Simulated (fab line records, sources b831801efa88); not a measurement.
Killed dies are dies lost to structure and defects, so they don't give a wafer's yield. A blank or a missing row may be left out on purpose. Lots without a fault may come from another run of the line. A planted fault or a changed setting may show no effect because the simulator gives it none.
Chamber matching | flow gf180mcu | GF_V1_ETCH_16 on rie_diel-03: 4 sister chambers
The step etches BARC in N2/H2. 14 wafers are shown with their chamber, then 7 later ones without.

WAFERS WITH THEIR CHAMBER
wafer  | chamber | n2_flow_sccm (sccm) | oes_product_au (a.u.) | throttle_valve_pct (%)
L485.1 | 1       | 100.1               | 0.853                 | 13.231
L485.3 | 3       | 99.5                | 0.849                 | 13.208
L485.6 | 3       | 99.6                | 0.860                 | 13.225
L486.1 | 2       | 99.8                | 0.854                 | 13.230
L486.2 | 3       | 99.7                | 0.861                 | 13.240
L486.3 | 1       | 100.0               | 0.864                 | 13.224
L487.1 | 2       | 99.8                | 0.854                 | 13.222
L487.2 | 0       | 100.3               | 0.857                 | 13.230
L487.3 | 3       | 99.9                | 0.856                 | 13.231
L488.1 | 0       | 99.5                | 0.856                 | 13.214
L488.2 | 2       | 100.0               | 0.855                 | 13.211
L488.3 | 3       | 100.1               | 0.859                 | 13.220
L489.3 | 0       | 99.9                | 0.855                 | 13.218
L489.4 | 3       | 99.7                | 0.855                 | 13.212

SIGNATURES (means of the wafers above)
reading            | chamber 0 | chamber 1 | chamber 2 | chamber 3 | scatter within a chamber
n2_flow_sccm       | 99.900    | 100.050   | 99.867    | 99.750    | 0.242
oes_product_au     | 0.85600   | 0.85850   | 0.85433   | 0.85667   | 0.00401
throttle_valve_pct | 13.22067  | 13.22750  | 13.22100  | 13.22267  | 0.0103
Rule: a wafer's distance from a chamber is the root of the sum, over the readings, of the square of ((its reading less the chamber's mean) divided by the reading's scatter). The wafer belongs to the nearest chamber; if the next one is less than 2 further off, it can't be placed. The scatter: the root of (the sum of the squares of (reading less its chamber's mean) over the shown wafers, divided by (wafers less chambers)).

WAFERS WITHOUT THEIR CHAMBER
wafer  | n2_flow_sccm (sccm) | oes_product_au (a.u.) | throttle_valve_pct (%)
L489.6 | 100.1               | 0.860                 | 13.231
L496.3 | 100.1               | 0.860                 | 13.216
L496.4 | 100.1               | 0.858                 | 13.211
L496.6 | 100.0               | 0.859                 | 13.225
L506.3 | 100.0               | 0.850                 | 13.238
L506.5 | 100.3               | 0.850                 | 13.233
L506.6 | 100.0               | 0.862                 | 13.226

WHICH CHAMBER EACH WENT THROUGH
wafer  | from the rows above               | in truth
L489.6 | can't be placed: 1 or 0 or 3 or 2 | 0
L496.3 | can't be placed: 1 or 0 or 2 or 3 | 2
L496.4 | can't be placed: 0 or 1 or 2 or 3 | 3
L496.6 | can't be placed: 1 or 0 or 3 or 2 | 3
L506.3 | can't be placed: 2 or 0 or 1 or 3 | 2
L506.5 | can't be placed: 2 or 1 or 0 or 3 | 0
L506.6 | can't be placed: 1 or 0 or 3 or 2 | 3
Placed correctly: 0 of 7. Can't be placed from these rows: 7 (the true chamber is among the candidates in 7). Placed wrongly: 0.
